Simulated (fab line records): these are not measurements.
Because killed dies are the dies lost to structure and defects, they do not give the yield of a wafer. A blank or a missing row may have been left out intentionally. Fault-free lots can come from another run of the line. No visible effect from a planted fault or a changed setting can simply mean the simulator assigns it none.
8D (eight disciplines) problem report, filled in by code ; flow sky130 ; the parts of the form that need people (team, actions taken, sign-off) are left out

1. THE ISSUE
Across 6 wafers from 2 lots, METAL2_ALCU_THK at SKY_METAL2_THK_MEAS_06 averages 228 nm, while fault-free wafers read 250 nm with a standard deviation of 3. That puts it -7.4 standard deviations away from the usual mean.
The step: measures by xrf.
The first sign was on wafer L607.4 at day 35 22:20, on film_metro-02. At this step, 33 wafers from 11 lots have a number in the record. The rule behind "out" and "out of limits": a value lying over 4 standard deviations away from the usual mean. All remaining wafers that have a number are taken as sound.

2. WHAT IT IS AND WHAT IT IS NOT
question;is;is not
which readings at this step;METAL2_ALCU_THK;-
which lots;L607, L608;L606, L609, L616, L617, L619, L621, L622, L623, L625
which wafers of those lots;all that have a number;-
read on which gauges;film_metro-01, film_metro-02;film_metro-03
when;from day 35 22:20;"up to then (3 sound wafers); but 24 sound wafers of L609, L616, L617, L619, L621, L622, L623, L625 came after"

3. WHAT RULES OUT EACH SUSPECT
Counting: any tool at a process step up to the reading is kept as a suspect provided that every lot that is out went through it and no sound lot did after the first of them.
- ruled out: the gauge at SKY_METAL2_THK_MEAS_06. The wafers that are out were read on 2 gauges (film_metro-01, film_metro-02).
- pvd_sputter-01 at SKY_METAL2_SPUTTER_04 (material TiN, target thk 70 nm, time 58.3 s): ruled out as a lasting fault. Following L607 (day 35 22:08), the first lot on it that is out, the sound lots L622 were run on it.
Left after counting: nothing in the record.

4. THE CAUSE (what the simulator had put in)
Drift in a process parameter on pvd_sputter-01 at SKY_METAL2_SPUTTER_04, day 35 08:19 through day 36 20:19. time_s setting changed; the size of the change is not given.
Counting ruled it out, wrongly: the rule takes a fault to strike every lot that its tool runs from its start on, and this one did not.

5. SEQUENCE OF EFFECTS, ordered by route
One row per reading whose mean, taken over the struck wafers that have a number, lies over 3 standard deviations from the usual. Readings are gone through only where the record gives a usual standard deviation; hours: the median, over the lots, of the time from a lot's start at the first step in this table giving one to that lot's start at this step; sigmas: the change measured in usual standard deviations.
hours;step;reading;usual;on struck wafers;change;sigmas
0;SKY_METAL2_THK_MEAS_06;METAL2_ALCU_THK;250 nm;228;-22;-7.4

6. HOW IT WOULD HAVE BEEN CAUGHT EARLIER
Counted from the fault's start at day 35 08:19, it took 14 hours until the first out-of-limits reading at a measuring or inspecting step in this record, taken at day 35 22:20.
No tool reading at SKY_METAL2_SPUTTER_04 that has a usual standard deviation in the record was out on any struck wafer, so an alarm limit of 4 standard deviations on those readings would not have fired.
